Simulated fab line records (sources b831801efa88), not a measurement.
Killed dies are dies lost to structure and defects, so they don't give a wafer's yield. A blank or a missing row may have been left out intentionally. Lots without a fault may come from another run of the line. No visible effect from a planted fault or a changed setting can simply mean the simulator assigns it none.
8D (eight disciplines) problem report, filled in by code | flow sfq line | the parts of the form that need people (team, actions taken, sign-off) are left out

1. THE ISSUE
M8_AU_RS at SFQ_M8_RS_MEAS_949 reads a mean of 0.1449 ohm/sq on 4 wafers of 2 lots; wafers without a fault read 0.1539 ohm/sq with a standard deviation of 0.0014. That is -6.5 standard deviations from the usual mean.
The step: measures by four-point-probe.
First seen on wafer L760.3, day 92 05:47, on film metro-03. The record has a number at this step for 18 wafers belonging to 6 lots. The rule behind "out" and "out of limits": a value lying over 4 standard deviations away from the usual mean. The other wafers with a number count as sound.

2. WHAT IT IS; WHAT IT IS NOT
question                    | is                             | is not
which readings at this step | M8_AU_RS                       | -
which lots                  | L760, L762                     | L747, L751, L752, L763
which wafers of those lots  | L760.3, L760.5, L762.4, L762.5 | L760.2, L762.3
read on which gauges        | film metro-03, film metro-04   | film metro-01
when                        | from day 92 05:47              | up to then (10 sound wafers); but 4 sound wafers of L762, L763 came after

3. SUSPECTS, AND WHAT RULES EACH OUT
Counting: a tool at a process step up to the reading stays a suspect if it ran every lot that is out. Sound lots after the first of them don't rule it out here, since some wafers of a struck lot are sound.
- the gauge at SFQ_M8_RS_MEAS_949: ruled out. 2 gauges (film metro-03, film metro-04) read the wafers that are out.
- pvd sputter-01 at SFQ_TRILAYER_M8_DEP_EVAP_196 (material Au, target thk 180 nm, time 900 s): kept. Ran every lot that is out, first one L760 (day 92 05:16); last sound lot up to then L752 (day 85 20:56).
Remaining after the count: pvd sputter-01 at SFQ_TRILAYER_M8_DEP_EVAP_196.

4. THE CAUSE (what the simulator had put in)
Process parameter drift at SFQ_TRILAYER_M8_DEP_EVAP_196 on pvd sputter-01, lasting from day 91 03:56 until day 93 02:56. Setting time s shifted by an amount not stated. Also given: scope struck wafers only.
This tool alone remained once counting was done.

5. THE CHAIN OF EFFECTS, in route order
Rows list readings where the struck wafers' mean (over those with a number) sits beyond 3 standard deviations from the usual. Readings are gone through only where the record gives a usual standard deviation; hours: the median, over the lots, of the time from a lot's start at the first step in this table giving one to that lot's start at this step; sigmas: the change measured in usual standard deviations.
hours | step                | reading   | usual         | on struck wafers | change  | sigmas
0     | SFQ_M8_RS_MEAS_949  | M8_AU_RS  | 0.1539 ohm/sq | 0.1449           | -0.0091 | -6.5
0     | SFQ_M8_THK_MEAS_950 | M8_AU_THK | 179.9 nm      | 190.2            | +10.3   | +5.4
At these later measuring or inspecting steps, every struck wafer for which the step has a row has a number for every such reading, and none has moved that far: SFQ_M8_BOW_MEAS_951.

6. WHAT WOULD HAVE CAUGHT IT SOONER
The first out-of-limits reading at a measuring or inspecting step in this record came at day 92 05:47, 26 hours after the fault's start at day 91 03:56.
Lots out: 2; of these, L762 started SFQ_TRILAYER_M8_DEP_EVAP_196 on pvd sputter-01 after day 92 05:47. A hold on the tool at that time would have spared it.
